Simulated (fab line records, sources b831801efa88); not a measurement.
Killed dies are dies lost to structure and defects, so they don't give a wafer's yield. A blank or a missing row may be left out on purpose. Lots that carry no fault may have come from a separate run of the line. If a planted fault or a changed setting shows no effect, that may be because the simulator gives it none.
What tool caused it?	flow gf180mcu	Sampling: 24 lots, 72 wafers, 6 of 602 route steps

## WHAT THE GAUGES SHOWED, per wafer
GF_V3_THK_MEAS_03. Usual: for V3_CVD_02_THK the level is 852 nm and the standard deviation is 9.7.
lot	measured	on	V3_CVD_02_THK (nm)	flag
L074	day 21 22:42	film-metro-04	851 862 852	
L075	day 22 11:12	film-metro-04	851 839 852	
L076	day 22 15:36	film-metro-03	844 862 851	
L077	day 22 20:21	film-metro-03	855 847 849	
L079	day 23 02:17	film-metro-03	833 859 852	
L078	day 23 05:58	film-metro-03	853 864 848	
L080	day 23 17:16	film-metro-03	838 850 859	
L081	day 24 02:16	film-metro-04	841 855 871	
L082	day 24 08:08	film-metro-04	847 860 858	
L083	day 24 11:42	film-metro-04	851 853 866	
L084	day 25 04:07	film-metro-01	851 851 858	
L085	day 25 12:20	film-metro-01	838 852 857	
L086	day 25 19:28	film-metro-01	845 854 855	
L087	day 26 01:27	film-metro-03	849 857 856	
L088	day 26 05:50	film-metro-04	845 847 866	
L089	day 26 17:53	film-metro-03	864 873 873	
L090	day 26 21:25	film-metro-01	843 855 859	
L091	day 27 07:31	film-metro-03	849 840 854	
L092	day 27 08:14	film-metro-04	849 869 873	
L093	day 27 21:49	film-metro-04	845 831 858	
L094	day 28 00:37	film-metro-01	839 861 852	
L095	day 28 14:22	film-metro-03	841 857 851	
L096	day 28 16:03	film-metro-03	849 848 873	
L097	day 28 20:48	film-metro-03	830 846 847	

GF_V3_CD_MEAS_14: the cd target is 260 nm. Usual: cd-nm 260.2 nm, standard deviation 1.1.
lot	measured	on	cd-nm (nm)	flag
L074	day 22 22:35	cd-sem-02	260.5 260.5 260.6	
L075	day 23 11:03	cd-sem-02	261.6 260.8 261.1	
L076	day 23 15:29	cd-sem-02	259.0 260.4 258.9	
L077	day 23 19:05	cd-sem-01	259.7 259.9 259.8	
L079	day 24 00:55	cd-sem-01	261.1 262.5 260.4	
L078	day 24 05:08	cd-sem-01	260.6 259.4 259.8	
L080	day 24 15:59	cd-sem-02	260.8 259.5 261.2	
L081	day 25 00:38	cd-sem-01	260.3 259.2 260.0	
L082	day 25 06:07	cd-sem-01	261.9 261.1 261.6	
L083	day 25 09:16	cd-sem-01	262.4 261.0 262.3	
L084	day 26 01:13	cd-sem-01	262.0 261.4 261.3	
L085	day 26 09:35	cd-sem-02	258.9 260.5 258.7	
L086	day 26 16:49	cd-sem-01	259.4 258.8 261.1	
L087	day 26 22:17	cd-sem-02	259.8 259.3 259.2	
L088	day 27 03:11	cd-sem-01	261.1 261.3 261.7	
L089	day 27 15:56	cd-sem-02	260.9 260.9 260.9	
L090	day 27 17:02	cd-sem-02	259.4 260.2 258.8	
L091	day 28 02:27	cd-sem-02	257.1 257.9 258.2	
L092	day 28 03:40	cd-sem-01	258.0 259.4 259.4	
L093	day 28 17:26	cd-sem-01	259.7 259.5 259.6	
L094	day 28 20:38	cd-sem-02	258.6 258.7 258.5	
L095	day 29 09:14	cd-sem-02	261.6 260.7 261.7	
L096	day 29 11:51	cd-sem-02	258.4 259.5 259.4	
L097	day 29 16:02	cd-sem-02	259.5 260.6 259.5	

GF_V4_CD_MEAS_14: the cd target is 260 nm. Usual: cd-nm 260.0 nm, standard deviation 1.3.
lot	measured	on	cd-nm (nm)	flag
L074	day 24 22:44	cd-sem-01	260.6 260.9 261.4	
L075	day 25 09:55	cd-sem-02	260.6 260.2 259.0	
L076	day 25 14:24	cd-sem-01	261.3 261.2 261.3	
L077	day 25 17:30	cd-sem-01	261.1 260.8 262.3	
L079	day 25 23:40	cd-sem-01	261.2 260.8 261.1	
L078	day 26 03:56	cd-sem-02	259.0 259.3 258.2	
L080	day 26 13:35	cd-sem-01	256.2 258.1 255.9	
L081	day 26 21:17	cd-sem-02	260.6 261.1 258.5	
L082	day 27 02:22	cd-sem-01	259.4 258.7 258.4	
L083	day 27 06:01	cd-sem-02	260.3 260.2 259.2	
L084	day 27 20:58	cd-sem-02	263.5 264.8 262.9	
L085	day 28 04:56	cd-sem-01	259.4 260.2 258.5	
L086	day 28 13:41	cd-sem-01	260.4 259.6 258.6	
L087	day 28 16:44	cd-sem-01	257.7 258.6 258.2	
L088	day 28 20:32	cd-sem-01	259.7 260.0 260.4	
L089	day 29 11:38	cd-sem-02	260.5 261.1 260.7	
L090	day 29 12:23	cd-sem-02	258.7 258.6 257.9	
L091	day 29 21:16	cd-sem-01	260.6 260.7 261.1	
L092	day 29 21:22	cd-sem-02	259.4 259.6 259.4	
L093	day 30 11:02	cd-sem-02	260.9 260.1 261.3	
L094	day 30 13:41	cd-sem-01	259.4 259.2 259.1	
L095	day 31 01:29	cd-sem-02	260.4 260.5 260.7	
L096	day 31 04:07	cd-sem-01	258.8 259.6 259.4	
L097	day 31 08:32	cd-sem-01	259.8 260.9 259.4	

## TOOL THAT RAN EACH LOT (tool first, then ch and the chambers of the sampled wafers, then the start)
lot	GF_V3_ETCH_17	GF_V3_SPUTTER_21	GF_M4_SPUTTER_02
L074	rie-diel-01 ch 0,1,3, day 22 23:29 or earlier	pvd-sputter-02, day 22 23:29	pvd-sputter-04, day 23 00:18
L075	rie-diel-01 ch 0,1,3, day 23 11:51 or earlier	pvd-sputter-03, day 23 11:51	pvd-sputter-01, day 23 12:40
L076	rie-diel-02 ch 0,2,3, day 23 16:20 or earlier	pvd-sputter-03, day 23 16:20	pvd-sputter-02, day 23 17:09
L077	rie-diel-02 ch 1,2,3, day 23 19:54 or earlier	pvd-sputter-02, day 23 19:54	pvd-sputter-04, day 23 20:50
L079	rie-diel-01 ch 1,2, day 24 01:49 or earlier	pvd-sputter-02, day 24 01:49	pvd-sputter-02, day 24 02:38
L078	rie-diel-01 ch 0,2, day 24 06:22 or earlier	pvd-sputter-03, day 24 06:22	pvd-sputter-01, day 24 07:21
L080	rie-diel-02 ch 0,1,2, day 24 16:46 or earlier	pvd-sputter-02, day 24 16:46	pvd-sputter-04, day 24 17:35
L081	rie-diel-01 ch 0,2, day 25 01:25 or earlier	pvd-sputter-03, day 25 01:25	pvd-sputter-04, day 25 02:14
L082	rie-diel-01 ch 0,2, day 25 06:55 or earlier	pvd-sputter-02, day 25 06:55	pvd-sputter-02, day 25 07:45
L083	rie-diel-01 ch 0,2,3, day 25 10:04 or earlier	pvd-sputter-02, day 25 10:04	pvd-sputter-01, day 25 10:53
L084	rie-diel-03 ch 0,1,3, day 26 02:01 or earlier	pvd-sputter-02, day 26 02:01	pvd-sputter-04, day 26 02:50
L085	rie-diel-01 ch 0,2,3, day 26 10:26 or earlier	pvd-sputter-02, day 26 10:26	pvd-sputter-02, day 26 11:15
L086	rie-diel-03 ch 2,3, day 26 17:36 or earlier	pvd-sputter-03, day 26 17:36	pvd-sputter-02, day 26 18:25
L087	rie-diel-02 ch 1,2, day 26 23:07 or earlier	pvd-sputter-03, day 26 23:07	pvd-sputter-02, day 26 23:56
L088	rie-diel-03 ch 1,3, day 27 04:00 or earlier	pvd-sputter-03, day 27 04:00	pvd-sputter-01, day 27 04:56
L089	rie-diel-02 ch 0,1,2, day 27 16:46 or earlier	pvd-sputter-01, day 27 16:46	pvd-sputter-01, day 27 18:35
L090	rie-diel-03 ch 0,2,3, day 27 17:53 or earlier	pvd-sputter-02, day 27 17:53	pvd-sputter-01, day 27 19:11
L091	rie-diel-02 ch 0,1,2, day 28 03:16 or earlier	pvd-sputter-02, day 28 03:16	pvd-sputter-04, day 28 04:05
L092	rie-diel-01 ch 0,1,3, day 28 04:28 or earlier	pvd-sputter-01, day 28 04:28	pvd-sputter-02, day 28 05:17
L093	rie-diel-01 ch 0,1,3, day 28 18:16 or earlier	pvd-sputter-02, day 28 18:16	pvd-sputter-02, day 28 19:05
L094	rie-diel-02 ch 0,1,3, day 28 21:28 or earlier	pvd-sputter-01, day 28 21:28	pvd-sputter-02, day 28 22:29
L095	rie-diel-02 ch 1,3, day 29 10:04 or earlier	pvd-sputter-03, day 29 10:04	pvd-sputter-01, day 29 10:53
L096	rie-diel-01 ch 0,1,3, day 29 12:39 or earlier	pvd-sputter-03, day 29 12:39	pvd-sputter-02, day 29 13:28
L097	rie-diel-03 ch 1,2,3, day 29 16:52 or earlier	pvd-sputter-01, day 29 16:52	pvd-sputter-01, day 29 17:47
- GF_V3_ETCH_17: etches SiO2 in C4F8/O2/Ar, stops on TiN, target depth 635 nm.
- GF_V3_SPUTTER_21: material Ti, target thk 15 nm, time 80.02 s.
- GF_M4_SPUTTER_02: material AlCu, target thk 450 nm, time 23.9 s.

## WHAT THE TOOLS THEMSELVES READ (means of the sampled wafers that have a number; where no wafer has one, the mark that the record gives instead)
GF_V3_ETCH_17. Usual: oes-product-au 0.856 a.u., standard deviation 0.0048.
lot	tool	oes-product-au (a.u.)	flag
L074	rie-diel-01	0.859	
L075	rie-diel-01	0.851	
L076	rie-diel-02	0.853	
L077	rie-diel-02	0.854	
L079	rie-diel-01	0.862	
L078	rie-diel-01	0.852	
L080	rie-diel-02	0.853	
L081	rie-diel-01	0.857	
L082	rie-diel-01	0.855	
L083	rie-diel-01	0.860	
L084	rie-diel-03	0.857	
L085	rie-diel-01	0.855	
L086	rie-diel-03	0.858	
L087	rie-diel-02	0.858	
L088	rie-diel-03	0.856	
L089	rie-diel-02	0.858	
L090	rie-diel-03	0.857	
L091	rie-diel-02	0.852	
L092	rie-diel-01	0.859	
L093	rie-diel-01	0.855	
L094	rie-diel-02	0.857	
L095	rie-diel-02	0.856	
L096	rie-diel-01	0.862	
L097	rie-diel-03	0.855	

GF_V3_SPUTTER_21. Usual: cathode-dc-power-W 2500.0 W, standard deviation 0.43; throttle-valve-pct 30.0 %, standard deviation 0.75.
lot	tool	cathode-dc-power-W (W)	throttle-valve-pct (%)	flag
L074	pvd-sputter-02	2500.1	29.9	
L075	pvd-sputter-03	2500.2	30.1	
L076	pvd-sputter-03	2500.1	30.2	
L077	pvd-sputter-02	2499.7	29.5	
L079	pvd-sputter-02	2500.2	29.2	
L078	pvd-sputter-03	2500.2	30.5	
L080	pvd-sputter-02	2500.4	29.3	
L081	pvd-sputter-03	2499.8	30.2	
L082	pvd-sputter-02	2500.1	29.6	
L083	pvd-sputter-02	2499.7	30.0	
L084	pvd-sputter-02	2500.1	30.2	
L085	pvd-sputter-02	2499.7	29.5	
L086	pvd-sputter-03	2499.7	30.1	
L087	pvd-sputter-03	2500.1	30.5	
L088	pvd-sputter-03	2500.3	30.3	
L089	pvd-sputter-01	2500.2	29.7	
L090	pvd-sputter-02	2500.0	28.9	
L091	pvd-sputter-02	2500.0	29.3	
L092	pvd-sputter-01	2500.3	29.6	
L093	pvd-sputter-02	2499.9	30.1	
L094	pvd-sputter-01	2499.6	30.0	
L095	pvd-sputter-03	2500.0	30.9	
L096	pvd-sputter-03	2499.9	30.0	
L097	pvd-sputter-01	2500.4	29.8	

GF_M4_SPUTTER_02. Usual: cathode-dc-power-W 10600 W, standard deviation 2; throttle-valve-pct 30.1 %, standard deviation 0.97.
lot	tool	cathode-dc-power-W (W)	throttle-valve-pct (%)	flag
L074	pvd-sputter-04	10600	30.9	
L075	pvd-sputter-01	10599	30.5	
L076	pvd-sputter-02	10600	30.4	
L077	pvd-sputter-04	10602	31.1	
L079	pvd-sputter-02	10598	29.9	
L078	pvd-sputter-01	10599	30.1	
L080	pvd-sputter-04	10598	31.4	
L081	pvd-sputter-04	10602	31.3	
L082	pvd-sputter-02	10601	29.5	
L083	pvd-sputter-01	10600	30.3	
L084	pvd-sputter-04	10600	31.3	
L085	pvd-sputter-02	10601	29.3	
L086	pvd-sputter-02	10601	30.1	
L087	pvd-sputter-02	10602	30.0	
L088	pvd-sputter-01	10598	30.0	
L089	pvd-sputter-01	10602	29.9	
L090	pvd-sputter-01	10599	30.0	
L091	pvd-sputter-04	10601	31.3	
L092	pvd-sputter-02	10600	29.9	
L093	pvd-sputter-02	10600	29.6	
L094	pvd-sputter-02	10601	29.3	
L095	pvd-sputter-01	10601	29.4	
L096	pvd-sputter-02	10598	29.7	
L097	pvd-sputter-01	10601	30.5	

## THE ANSWER, worked out from the rows above alone
Rule: lot off if the mean of its wafers having a number is beyond 3 standard deviations from the usual mean. Also off: a lot with no number at a reading for which 4 or more lots have one. All remaining lots with rows at the step are treated as sound. First the gauges in route order, then the tools' own readings, where a lot's mean is used as printed above. The first step at which some lot is off is used, and at that step the reading that is off furthest; a lot without a number counts as furthest.
Across all readings shown, no lot is off: no conclusion can be drawn from this.

## WHAT HAD BEEN PUT IN BY THE SIMULATOR
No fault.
